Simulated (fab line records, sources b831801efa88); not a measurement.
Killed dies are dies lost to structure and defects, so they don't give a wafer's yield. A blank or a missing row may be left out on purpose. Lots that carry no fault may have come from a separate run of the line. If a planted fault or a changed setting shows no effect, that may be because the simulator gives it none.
Which of the tools did it? ; flow gf180mcu ; 11 lots with 33 wafers sampled at 6 steps, on a route of 602 steps

WHAT THE GAUGES READ, wafer by wafer
GF_CONTACT_RS_MEAS_25: uses a four-point probe to measure. Usual: CONTACT_W_RS gives 0.381 ohm/sq (standard deviation 0.0037).
lot;measured;on;CONTACT_W_RS (ohm/sq);flag
L560;day 16 10:39;film_metro-01;0.384 0.381 0.384;
L568;day 19 16:42;film_metro-03;0.389 0.382 0.382;
L570;day 20 09:49;film_metro-01;0.384 0.385 0.386;
L571;day 20 14:30;film_metro-03;0.379 0.378 0.381;
L572;day 21 00:23;film_metro-01;0.327 0.328 0.327;OFF
L573;day 21 05:11;film_metro-03;0.377 0.380 0.379;
L574;day 21 12:52;film_metro-03;0.321 0.321 0.323;OFF
L575;day 21 21:11;film_metro-01;0.322 0.325 0.326;OFF
L578;day 23 02:25;film_metro-03;0.380 0.380 0.380;
L580;day 23 16:41;film_metro-02;0.379 0.382 0.377;
L582;day 24 10:12;film_metro-03;0.381 0.377 0.379;

GF_CONTACT_THK_MEAS_26: measures by xrf. Usual: CONTACT_W_THK gives 309 nm (standard deviation 4.6).
lot;measured;on;CONTACT_W_THK (nm);flag
L560;day 16 10:46;film_metro-01;309 313 310;
L568;day 19 16:47;film_metro-03;299 305 303;
L570;day 20 09:56;film_metro-01;310 309 309;
L571;day 20 14:35;film_metro-03;313 313 309;
L572;day 21 00:31;film_metro-01;362 362 361;OFF
L573;day 21 05:19;film_metro-03;309 306 306;
L574;day 21 12:59;film_metro-03;362 363 362;OFF
L575;day 21 21:16;film_metro-01;362 363 362;OFF
L578;day 23 02:32;film_metro-03;309 311 310;
L580;day 23 16:49;film_metro-02;314 310 316;
L582;day 24 10:19;film_metro-03;306 309 308;

TOOL THAT RAN EACH LOT (tool first, then ch and the chambers of the sampled wafers, then the start)
lot;GF_SALICIDE_SPUTTER_03;GF_CONTACT_ETCH_16;GF_CONTACT_SPUTTER_23;GF_CONTACT_CVD_24
L560;pvd_sputter-03, day 15 11:20;rie_diel-03 ch 0,1,2, day 16 09:59;pvd_sputter-03, day 16 10:31;cvd_w-02 ch 0,1, day 16 10:33
L568;pvd_sputter-03, day 18 14:25;rie_diel-03 ch 0,1,2, day 19 15:59;pvd_sputter-02, day 19 16:30;cvd_w-01 ch 0,1, day 19 16:34
L570;pvd_sputter-03, day 19 07:26;rie_diel-03 ch 0,2,3, day 20 09:08;pvd_sputter-01, day 20 09:40;cvd_w-01 ch 0,1, day 20 09:43
L571;pvd_sputter-03, day 19 12:17;rie_diel-03 ch 2,3, day 20 13:47;pvd_sputter-01, day 20 14:18;cvd_w-01 ch 0,1, day 20 14:22
L572;pvd_sputter-01, day 19 22:21;rie_diel-02 ch 0,1,3, day 20 23:44;pvd_sputter-03, day 21 00:15;cvd_w-01 ch 0,1, day 21 00:17
L573;pvd_sputter-04, day 20 03:23;rie_diel-02 ch 1,2,3, day 21 04:32;pvd_sputter-03, day 21 05:03;cvd_w-02 ch 0,1, day 21 05:05
L574;pvd_sputter-04, day 20 11:31;rie_diel-02 ch 1,2,3, day 21 12:12;pvd_sputter-02, day 21 12:43;cvd_w-01 ch 0,1, day 21 12:46
L575;pvd_sputter-04, day 20 19:43;rie_diel-03 ch 2,3, day 21 20:27;pvd_sputter-02, day 21 20:59;cvd_w-01 ch 0,1, day 21 21:04
L578;pvd_sputter-01, day 22 01:37;rie_diel-02 ch 0,3, day 23 01:45;pvd_sputter-03, day 23 02:17;cvd_w-02 ch 0,1, day 23 02:19
L580;pvd_sputter-01, day 22 15:40;rie_diel-02 ch 0,1,3, day 23 16:02;pvd_sputter-03, day 23 16:34;cvd_w-02 ch 0,1, day 23 16:35
L582;pvd_sputter-04, day 23 09:35;rie_diel-02 ch 0,1,2, day 24 09:26;pvd_sputter-02, day 24 10:04;cvd_w-02 ch 0,1, day 24 10:06
- GF_SALICIDE_SPUTTER_03: material TiN, target thk 20 nm, time 16.7 s.
- GF_CONTACT_ETCH_16: etches BARC in N2/H2.
- GF_CONTACT_SPUTTER_23: material TiN, target thk 10 nm, time 40 s.
- GF_CONTACT_CVD_24: deposits W, target thk 300 nm, time 90.339 s.

WHAT THE TOOLS THEMSELVES READ (means of the sampled wafers that have a number; where no wafer has one, the mark that the record gives instead)
GF_SALICIDE_SPUTTER_03. Usual: cathode_dc_power_W 6500.1 W, standard deviation 1.2; chamber_pressure_pa 0.4000 Pa, standard deviation 0.00084; throttle_valve_pct 29.7 %, standard deviation 1.
lot;tool;cathode_dc_power_W (W);chamber_pressure_pa (Pa);throttle_valve_pct (%);flag
L560;pvd_sputter-03;6500.1;0.4004;30.3;
L568;pvd_sputter-03;6500.0;0.3992;30.8;
L570;pvd_sputter-03;6500.5;0.3995;30.6;
L571;pvd_sputter-03;6499.0;0.4000;30.0;
L572;pvd_sputter-01;6499.6;0.3997;29.3;
L573;pvd_sputter-04;6500.0;0.4009;30.2;
L574;pvd_sputter-04;6501.5;0.3998;29.5;
L575;pvd_sputter-04;6500.4;0.4003;30.2;
L578;pvd_sputter-01;6501.2;0.4003;29.6;
L580;pvd_sputter-01;6499.8;0.3998;29.4;
L582;pvd_sputter-04;6499.8;0.4005;29.7;

GF_CONTACT_ETCH_16. Usual: drypump_motor_current_A 5.4 A, standard deviation 0.43; oes_product_au 0.855 a.u., standard deviation 0.0044; throttle_valve_pct 13.223 %, standard deviation 0.0093.
lot;tool;drypump_motor_current_A (A);oes_product_au (a.u.);throttle_valve_pct (%);flag
L560;rie_diel-03;5.1;0.858;13.218;
L568;rie_diel-03;5.1;0.854;13.226;
L570;rie_diel-03;5.4;0.856;13.229;
L571;rie_diel-03;5.5;0.854;13.216;
L572;rie_diel-02;5.4;0.855;13.225;
L573;rie_diel-02;5.6;0.853;13.220;
L574;rie_diel-02;5.6;0.851;13.214;
L575;rie_diel-03;5.6;0.856;13.227;
L578;rie_diel-02;5.4;0.854;13.220;
L580;rie_diel-02;5.4;0.856;13.226;
L582;rie_diel-02;5.4;0.852;13.228;

GF_CONTACT_SPUTTER_23. Usual: cathode_dc_power_W 4000.0 W, standard deviation 0.78; chamber_pressure_pa 4.998 Pa, standard deviation 0.0098; throttle_valve_pct 29.8 %, standard deviation 1.1.
lot;tool;cathode_dc_power_W (W);chamber_pressure_pa (Pa);throttle_valve_pct (%);flag
L560;pvd_sputter-03;4000.0;4.992;28.6;
L568;pvd_sputter-02;3999.8;4.994;29.5;
L570;pvd_sputter-01;3999.9;4.991;30.0;
L571;pvd_sputter-01;4000.7;4.993;29.3;
L572;pvd_sputter-03;3999.6;4.994;29.5;
L573;pvd_sputter-03;3999.3;4.999;30.7;
L574;pvd_sputter-02;3999.9;5.004;29.8;
L575;pvd_sputter-02;4000.1;5.007;29.7;
L578;pvd_sputter-03;4000.3;5.007;31.1;
L580;pvd_sputter-03;3999.9;4.997;29.9;
L582;pvd_sputter-02;3999.7;5.001;30.2;

GF_CONTACT_CVD_24. Usual: heater_power_w 815 W, standard deviation 72.
lot;tool;heater_power_w (W);flag
L560;cvd_w-02;740;
L568;cvd_w-01;839;
L570;cvd_w-01;842;
L571;cvd_w-01;832;
L572;cvd_w-01;843;
L573;cvd_w-02;735;
L574;cvd_w-01;850;
L575;cvd_w-01;851;
L578;cvd_w-02;812;
L580;cvd_w-02;739;
L582;cvd_w-02;808;

THE ANSWER, worked out from the rows above alone
Rule: a lot counts as off when the mean over its wafers that have a number is more than 3 standard deviations away from the usual mean. A lot without any number at a reading at which 4 lots or more have one is off too. The other lots that the step has rows for count as sound. First the gauges in route order, then the tools' own readings, where a lot's mean is used as printed above. At the first step where some lot is off, the reading lying furthest off is the one used; lots without a number count as furthest.
Off: L572, L574, L575, at GF_CONTACT_RS_MEAS_25 (CONTACT_W_RS).
A tool fits if, at a process step before that reading, it ran every lot that is off, and no sound lot after the first of them. Those tools and the gauges at GF_CONTACT_RS_MEAS_25 are tried in the same way. One candidate fits, namely cvd_w-01 at GF_CONTACT_CVD_24. Its last sound lot is L571 (day 20 14:22), its first lot that is off L572 (day 21 00:17): a fault that began between those two fits.

WHAT THE SIMULATOR HAD PUT IN
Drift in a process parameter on cvd_w-01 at GF_CONTACT_CVD_24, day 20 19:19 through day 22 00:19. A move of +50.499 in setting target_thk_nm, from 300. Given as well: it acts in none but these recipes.
Struck lots among those shown: L572, L574, L575. The rule above found the same.
